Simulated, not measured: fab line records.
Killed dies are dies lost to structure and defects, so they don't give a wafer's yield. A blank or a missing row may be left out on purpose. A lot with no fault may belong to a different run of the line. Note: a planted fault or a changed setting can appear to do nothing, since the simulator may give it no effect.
fab line records + flow sky130
[record]
- lots = 13
- wafers = 39
- last_day = 50
route steps=708 shown FIELD_ISO@25 RES_XHIGH@360 LI_CONTACT@364
lots that met no fault: taken from a fault-free run of the same line
start_h: hours from the record's first day to the start of the lot's first wafer shown + wait_h: hours from the lot's prior step to this one + " unchanged from the row above + L1.1+2: a row that stands for several wafers + - either no value or no given start + * or withheld: withheld + < > ~ a bound
route shown NAME@n: NAME is a module with steps in the file, n the number in the route of the first one + usual: mean and standard deviation over wafers with no fault + same: alike in all rows + chamber/n: place in a boat + sites: per-site readings + _std_site: the standard deviation of these + _edge_site: the outer-site mean with the inner-site mean subtracted + radius_mm: how far each site lies from the wafer's centre + mask NAME#n: copy n + behind: the last tool/chamber to shape the wafer + hold: cause of the lot's hold/its duration in hours/its outcome + device: which transistor (n, p or np) failed to switch + end of line: the same wafers' tests at the end of the route + for a step that has no rows: nothing shown but its recipe + killed: at the first sort, the dies lost to defects and structure; wafer yield is something else + map: the dies of a wafer, with x for killed, . for not killed, _ for no die there
set.NAME: the setting that was run; set.NAME@STEP: the one run at that earlier step + model.NAME: the simulator's own value behind a step, which no gauge read
one table for each step of the route and one row for each wafer, over a sample of lots
services: from which hour (start_h, from the record's first day; less than 0 if before it) a tool's chamber was out of use, for how many hours, and why
[[steps]]
[step SKY_FIELD_ISO_CVD_24]
[recipe]
- material = SiO2
- target_thk_nm = 595
- temp_c = 650
- sigma_open_frac = 0.3
- time_s = 99.2
- sih4_flow_sccm = 60
- pressure_mtorr = 6
| lot.wafer  | tool      | chamber | start_h | wait_h |
|------------|-----------|---------|---------|--------|
| L717.2+5+6 | hdpcvd-02 | 1,0,1   | 31.41   | 0.0    |
| L718.2+3+4 | hdpcvd-01 | 2,0,2   | 35.75   | 0.0    |
| L719.3+4+6 | hdpcvd-02 | 0,1,0   | 41.24   | 0.0    |
| L720.2+3+6 | hdpcvd-02 | 1,2,1   | 49.48   | 0.0    |
| L721.2+3+5 | hdpcvd-01 | 1,0,2   | 53.13   | 0.0    |
| L722.2+5+6 | hdpcvd-02 | 0,2,1   | 56.22   | 0.0    |
| L726.1+3+5 | hdpcvd-01 | 2,1,2   | 77.86   | 0.1    |
| L727.2+4+6 | hdpcvd-01 | 1,1,0   | 82.86   | 0.0    |
| L730.3+4+5 | hdpcvd-01 | 2,1,0   | 99.40   | 0.0    |
| L731.1+2+5 | hdpcvd-02 | 2,1,1   | 103.48  | 0.1    |
| L733.1+2+4 | hdpcvd-01 | 0,2,2   | 113.41  | 0.1    |
| L737.1+5+6 | hdpcvd-02 | 0,0,2   | 136.24  | 0.1    |
| L740.1+5+6 | hdpcvd-02 | 1,1,0   | 150.23  | 0.1    |
[step SKY_FIELD_ISO_THK_MEAS_25]
[recipe]
- reads = SiO2_of_FIELD_ISO_CVD_24
[usual]
- FIELD_ISO_CVD_24_THK = 596/6.9
| lot.wafer | tool          | chamber | start_h | wait_h | FIELD_ISO_CVD_24_THK[nm] |
|-----------|---------------|---------|---------|--------|--------------------------|
| L717.2    | film_metro-03 | -       | 31.49   | 0.0    | 594                      |
| L717.5    | "             | -       | "       | "      | 597                      |
| L717.6    | "             | -       | "       | "      | 590                      |
| L718.2    | film_metro-01 | -       | 35.83   | 0.0    | 594                      |
| L718.3    | "             | -       | "       | "      | 592                      |
| L718.4    | "             | -       | "       | "      | 596                      |
| L719.3    | film_metro-03 | -       | 41.33   | 0.1    | 604                      |
| L719.4    | "             | -       | "       | "      | 593                      |
| L719.6    | "             | -       | "       | "      | 599                      |
| L720.2    | film_metro-01 | -       | 49.56   | 0.0    | 592                      |
| L720.3    | "             | -       | "       | "      | 592                      |
| L720.6    | "             | -       | "       | "      | 588                      |
| L721.2    | film_metro-02 | -       | 53.21   | 0.0    | 585                      |
| L721.3    | "             | -       | "       | "      | 587                      |
| L721.5    | "             | -       | "       | "      | 584                      |
| L722.2    | film_metro-02 | -       | 56.31   | 0.0    | 603                      |
| L722.5    | "             | -       | "       | "      | 599                      |
| L722.6    | "             | -       | "       | "      | 597                      |
| L726.1    | film_metro-03 | -       | 77.94   | 0.0    | 601                      |
| L726.3    | "             | -       | "       | "      | 592                      |
| L726.5    | "             | -       | "       | "      | 601                      |
| L727.2    | film_metro-01 | -       | 82.95   | 0.0    | 591                      |
| L727.4    | "             | -       | "       | "      | 591                      |
| L727.6    | "             | -       | "       | "      | 594                      |
| L730.3    | film_metro-03 | -       | 99.49   | 0.1    | 595                      |
| L730.4    | "             | -       | "       | "      | 590                      |
| L730.5    | "             | -       | "       | "      | 592                      |
| L731.1    | film_metro-02 | -       | 103.55  | 0.0    | 613                      |
| L731.2    | "             | -       | "       | "      | 606                      |
| L731.5    | "             | -       | "       | "      | 598                      |
| L733.1    | film_metro-02 | -       | 113.48  | 0.0    | 593                      |
| L733.2    | "             | -       | "       | "      | 596                      |
| L733.4    | "             | -       | "       | "      | 600                      |
| L737.1    | film_metro-03 | -       | 136.31  | 0.0    | 636                      |
| L737.5    | "             | -       | "       | "      | 638                      |
| L737.6    | "             | -       | "       | "      | 600                      |
| L740.1    | film_metro-02 | -       | 150.30  | 0.0    | 590                      |
| L740.5    | "             | -       | "       | "      | 585                      |
| L740.6    | "             | -       | "       | "      | 630                      |
[step SKY_SD_N_RS_MEAS_18]
[recipe]
- thk_meas_gauge = four-point-probe
[usual]
- RES_XHIGH_RS = 333.1/1.2
| lot.wafer | tool          | chamber | start_h | wait_h | RES_XHIGH_RS[ohm/sq] |
|-----------|---------------|---------|---------|--------|----------------------|
| L717.2    | film_metro-02 | -       | 652.97  | 0.1    | 333.0                |
| L717.5    | "             | -       | "       | "      | 332.7                |
| L717.6    | "             | -       | "       | "      | 332.6                |
| L718.2    | film_metro-04 | -       | 660.85  | 0.1    | 333.7                |
| L718.3    | "             | -       | "       | "      | 333.9                |
| L718.4    | "             | -       | "       | "      | 334.1                |
| L719.3    | film_metro-02 | -       | 672.43  | 0.1    | 331.8                |
| L719.4    | "             | -       | "       | "      | 333.3                |
| L719.6    | "             | -       | "       | "      | 332.1                |
| L720.2    | film_metro-02 | -       | 680.91  | 0.1    | 332.0                |
| L720.3    | "             | -       | "       | "      | 330.3                |
| L720.6    | "             | -       | "       | "      | 331.1                |
| L721.2    | film_metro-04 | -       | 681.21  | 0.1    | 331.4                |
| L721.3    | "             | -       | "       | "      | 331.9                |
| L721.5    | "             | -       | "       | "      | 332.9                |
| L722.2    | film_metro-04 | -       | 683.91  | 0.1    | 333.3                |
| L722.5    | "             | -       | "       | "      | 333.4                |
| L722.6    | "             | -       | "       | "      | 334.2                |
| L726.1    | film_metro-03 | -       | 714.75  | 0.1    | 333.3                |
| L726.3    | "             | -       | "       | "      | 334.6                |
| L726.5    | "             | -       | "       | "      | 334.1                |
| L727.2    | film_metro-02 | -       | 728.21  | 0.1    | 332.1                |
| L727.4    | "             | -       | "       | "      | 330.8                |
| L727.6    | "             | -       | "       | "      | 331.0                |
| L730.3    | film_metro-03 | -       | 754.00  | 0.1    | 333.7                |
| L730.4    | "             | -       | "       | "      | 333.6                |
| L730.5    | "             | -       | "       | "      | 333.1                |
| L731.1    | film_metro-02 | -       | 759.34  | 0.1    | 332.5                |
| L731.2    | "             | -       | "       | "      | 331.4                |
| L731.5    | "             | -       | "       | "      | 331.0                |
| L733.1    | film_metro-04 | -       | 772.95  | 0.1    | 334.7                |
| L733.2    | "             | -       | "       | "      | 334.2                |
| L733.4    | "             | -       | "       | "      | 334.6                |
| L737.1    | film_metro-03 | -       | 806.62  | 0.1    | 333.7                |
| L737.5    | "             | -       | "       | "      | 334.4                |
| L737.6    | "             | -       | "       | "      | 333.7                |
| L740.1    | film_metro-02 | -       | 827.20  | 0.1    | 332.5                |
| L740.5    | "             | -       | "       | "      | 331.9                |
| L740.6    | "             | -       | "       | "      | 332.4                |
[step SKY_LI_CONTACT_CMP_02]
[recipe]
- material = PSG
- down_force_psi = 4
- platen_rpm = 60
- pad_velocity_m_s = 0.94248
[usual]
- motor_current_A = 11.9/1.2
- platen_rpm = 60.01/0.042
- retaining_ring_pressure_frac = 1.000/0.0046
- slurry_filter_dp_kPa = 13.51/0.13
- time_to_endpoint_s = 31.9/2.6
| lot.wafer | tool   | chamber | start_h | wait_h | motor_current_A | platen_rpm | retaining_ring_pressure_frac | slurry_filter_dp_kPa | time_to_endpoint_s |
|-----------|--------|---------|---------|--------|-----------------|------------|------------------------------|----------------------|--------------------|
| L717.2    | cmp-02 | 3       | 653.36  | 0.1    | 11.4            | 59.94      | 1.005                        | 13.33                | 30.9               |
| L717.6    | "      | 1       | "       | "      | 11.0            | 60.04      | 1.005                        | 13.39                | 35.8               |
| L717.5    | "      | 2       | "       | "      | 12.0            | 60.04      | 1.002                        | 13.54                | 31.4               |
| L718.3    | cmp-02 | 1       | 661.18  | 0.1    | 10.8            | 60.02      | 0.997                        | 13.56                | 30.9               |
| L718.2    | "      | 2       | "       | "      | 11.9            | 59.92      | 1.005                        | 13.64                | 32.3               |
| L718.4    | "      | 3       | "       | "      | 11.0            | 59.97      | 1.006                        | 13.64                | 33.3               |
| L719.4    | cmp-02 | 1       | 672.69  | 0.0    | 10.6            | 60.07      | 1.006                        | 13.41                | 34.7               |
| L719.3    | "      | 3       | "       | "      | 10.9            | 59.99      | 0.996                        | 13.73                | 32.6               |
| L719.6    | "      | 2       | "       | "      | 12.6            | 59.97      | 1.000                        | 13.52                | 28.2               |
| L720.3    | cmp-01 | 3       | 681.19  | 0.0    | 13.4            | 59.92      | 0.989                        | 13.34                | 35.6               |
| L720.2    | "      | 2       | "       | "      | 11.7            | 60.03      | 0.995                        | 13.52                | 35.2               |
| L720.6    | "      | 3       | "       | "      | 13.0            | 60.00      | 0.998                        | 13.63                | 34.9               |
| L721.3    | cmp-02 | 2       | 681.54  | 0.1    | 11.9            | 59.93      | 0.994                        | 13.28                | 33.2               |
| L721.2    | "      | 0       | "       | "      | 11.6            | 60.05      | 1.011                        | 13.41                | 28.3               |
| L721.5    | "      | 2       | "       | "      | 12.0            | 60.02      | 1.004                        | 13.45                | 29.5               |
| L722.2    | cmp-01 | 2       | 684.24  | 0.1    | 12.2            | 59.93      | 0.993                        | 13.38                | 31.7               |
| L722.5    | "      | 1       | "       | "      | 11.3            | 60.02      | 1.008                        | 13.68                | 31.1               |
| L722.6    | "      | 2       | "       | "      | 12.1            | 60.02      | 0.994                        | 13.56                | 32.3               |
| L726.3    | cmp-02 | 3       | 715.15  | 0.1    | 11.0            | 60.02      | 1.002                        | 13.66                | 34.5               |
| L726.1    | "      | 0       | "       | "      | 11.0            | 60.02      | 0.992                        | 13.50                | 31.7               |
| L726.5    | "      | 2       | "       | "      | 11.9            | 59.97      | 1.007                        | 13.53                | 33.4               |
| L727.2    | cmp-02 | 3       | 728.49  | 0.0    | 11.0            | 59.94      | 0.997                        | 13.38                | 35.9               |
| L727.4    | "      | 0       | "       | "      | 10.7            | 60.01      | 1.002                        | 13.54                | 30.5               |
| L727.6    | "      | 0       | "       | "      | 11.8            | 59.98      | 0.998                        | 13.62                | 32.1               |
| L730.4    | cmp-01 | 1       | 754.28  | 0.0    | 11.4            | 60.03      | 1.001                        | 13.56                | 30.0               |
| L730.3    | "      | 2       | "       | "      | 11.8            | 60.04      | 0.998                        | 13.33                | 33.6               |
| L730.5    | "      | 1       | "       | "      | 11.6            | 59.99      | 0.999                        | 13.53                | 29.3               |
| L731.2    | cmp-01 | 3       | 759.74  | 0.1    | 13.2            | 60.00      | 1.004                        | 13.66                | 35.3               |
| L731.1    | "      | 0       | "       | "      | 14.0            | 59.98      | 1.006                        | 13.66                | 33.3               |
| L731.5    | "      | 2       | "       | "      | 11.5            | 59.92      | 0.995                        | 13.60                | 32.6               |
| L733.1    | cmp-02 | 0       | 773.25  | 0.1    | 11.2            | 59.97      | 0.993                        | 13.64                | 31.7               |
| L733.4    | "      | 2       | "       | "      | 12.1            | 59.89      | 1.004                        | 13.46                | 31.0               |
| L733.2    | "      | 3       | "       | "      | 10.8            | 60.01      | 0.990                        | 13.61                | 32.6               |
| L737.1    | cmp-01 | 0       | 807.02  | 0.1    | 13.9            | 59.97      | 1.001                        | 13.67                | 29.8               |
| L737.5    | "      | 2       | "       | "      | 12.2            | 60.04      | 1.003                        | 13.50                | 30.0               |
| L737.6    | "      | 3       | "       | "      | 12.5            | 60.00      | 0.999                        | 13.62                | 33.6               |
| L740.1    | cmp-01 | 2       | 827.50  | 0.1    | 11.8            | 60.10      | 0.997                        | 13.49                | 31.4               |
| L740.5    | "      | 2       | "       | "      | 11.9            | 60.01      | 1.000                        | 13.84                | 29.0               |
| L740.6    | "      | 3       | "       | "      | 12.8            | 60.01      | 0.996                        | 13.59                | 33.9               |
[step SKY_LI_CONTACT_OVL_MEAS_13]
[usual]
- LI_CONTACT_OVL = 0/5.3
| lot.wafer | tool       | chamber | start_h | wait_h | LI_CONTACT_OVL[nm] |
|-----------|------------|---------|---------|--------|--------------------|
| L717.2    | overlay-01 | -       | 681.92  | 0.1    | -4                 |
| L717.5    | "          | -       | "       | "      | -12                |
| L717.6    | "          | -       | "       | "      | -2                 |
| L718.2    | overlay-01 | -       | 689.97  | 0.1    | 1                  |
| L718.3    | "          | -       | "       | "      | 5                  |
| L718.4    | "          | -       | "       | "      | 4                  |
| L719.3    | overlay-01 | -       | 701.94  | 0.1    | 3                  |
| L719.4    | "          | -       | "       | "      | 1                  |
| L719.6    | "          | -       | "       | "      | 3                  |
| L720.2    | overlay-01 | -       | 709.69  | 0.1    | 5                  |
| L720.3    | "          | -       | "       | "      | 5                  |
| L720.6    | "          | -       | "       | "      | 1                  |
| L721.2    | overlay-02 | -       | 710.24  | 0.1    | -6                 |
| L721.3    | "          | -       | "       | "      | -14                |
| L721.5    | "          | -       | "       | "      | -3                 |
| L722.2    | overlay-02 | -       | 713.54  | 0.1    | 6                  |
| L722.5    | "          | -       | "       | "      | 3                  |
| L722.6    | "          | -       | "       | "      | 3                  |
| L726.1    | overlay-01 | -       | 743.42  | 0.1    | 3                  |
| L726.3    | "          | -       | "       | "      | 2                  |
| L726.5    | "          | -       | "       | "      | 1                  |
| L727.2    | overlay-02 | -       | 756.19  | 0.1    | -5                 |
| L727.4    | "          | -       | "       | "      | -4                 |
| L727.6    | "          | -       | "       | "      | 4                  |
| L730.3    | overlay-01 | -       | 781.19  | 0.1    | 1                  |
| L730.4    | "          | -       | "       | "      | 6                  |
| L730.5    | "          | -       | "       | "      | 5                  |
| L731.1    | overlay-01 | -       | 787.23  | 0.1    | -13                |
| L731.2    | "          | -       | "       | "      | -7                 |
| L731.5    | "          | -       | "       | "      | -15                |
| L733.1    | overlay-01 | -       | 800.23  | 0.1    | -3                 |
| L733.2    | "          | -       | "       | "      | -8                 |
| L733.4    | "          | -       | "       | "      | -2                 |
| L737.1    | overlay-02 | -       | 833.47  | 0.1    | 5                  |
| L737.5    | "          | -       | "       | "      | 8                  |
| L737.6    | "          | -       | "       | "      | 8                  |
| L740.1    | overlay-01 | -       | 853.87  | 0.1    | 3                  |
| L740.5    | "          | -       | "       | "      | 8                  |
| L740.6    | "          | -       | "       | "      | 2                  |
[[services]]
| tool      | chamber | start_h | hours | kind   |
|-----------|---------|---------|-------|--------|
| cmp-02    | -       | 21.43   | 2.7   | repair |
| cmp-02    | -       | 26.45   | 0.9   | repair |
| cmp-02    | -       | 29.79   | 11.2  | repair |
| hdpcvd-02 | -       | 66.75   | 15.0  | pm     |
| hdpcvd-02 | 1       | 69.81   | 3.5   | repair |
| cmp-02    | -       | 71.24   | 3.5   | pm     |
| hdpcvd-02 | -       | 146.91  | 1.4   | repair |
| cmp-02    | -       | 166.23  | 0.5   | repair |
| cmp-02    | -       | 169.49  | 4.9   | pm     |
| cmp-02    | -       | 194.70  | 0.8   | repair |
| cmp-02    | -       | 218.84  | 0.5   | repair |
| cmp-02    | -       | 232.77  | 4.0   | pm     |
| cmp-02    | -       | 243.33  | 1.2   | repair |
| cmp-02    | -       | 255.71  | 0.2   | repair |
| hdpcvd-02 | -       | 277.81  | 2.8   | pm     |
| cmp-02    | -       | 279.79  | 1.5   | repair |
| hdpcvd-02 | -       | 281.16  | 14.6  | pm     |
| cmp-02    | -       | 286.28  | 1.0   | repair |
| cmp-02    | -       | 289.98  | 74.2  | repair |
| cmp-02    | -       | 345.12  | 0.9   | repair |
| cmp-02    | -       | 365.22  | 0.3   | repair |
| cmp-02    | -       | 440.24  | 4.4   | pm     |
| cmp-02    | -       | 449.03  | 26.6  | repair |
| cmp-02    | -       | 489.23  | 2.3   | repair |
[[key]]
[first_sign]
- step = SKY_FIELD_ISO_THK_MEAS_25
- reading = FIELD_ISO_CVD_24_THK
- direction = up
- sigmas = 5.6
- usual = 596
- struck = 635
effect none on later readings
met_at SKY_FIELD_ISO_CVD_24
struck_lots L737,L740
struck_wafers L737.1,L737.5,L740.6
tester_left_out L737,L740
not_acting_at SKY_SD_N_RS_MEAS_18,SKY_LI_CONTACT_CMP_02,SKY_LI_CONTACT_OVL_MEAS_13
onset_between 56.22 136.24
[fault]
- kind = process_parameter_drift
- tool = hdpcvd-02
- chamber = 0
- onset_h = 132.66
- steps = SKY_FIELD_ISO_CVD_24
- channel = target_thk_nm
- offset = 30.999
- shape = step
- end_h = 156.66
- acts_in = these_recipes_only
- stated = 595
// tester_left_out: of these lots the tester's yield and bins aren't shown, on N5 and GAA mostly nor the transistor test; their killed dies are dies lost to structure and defects alone, not to doping, threshold or leakage, so they don't give the yield
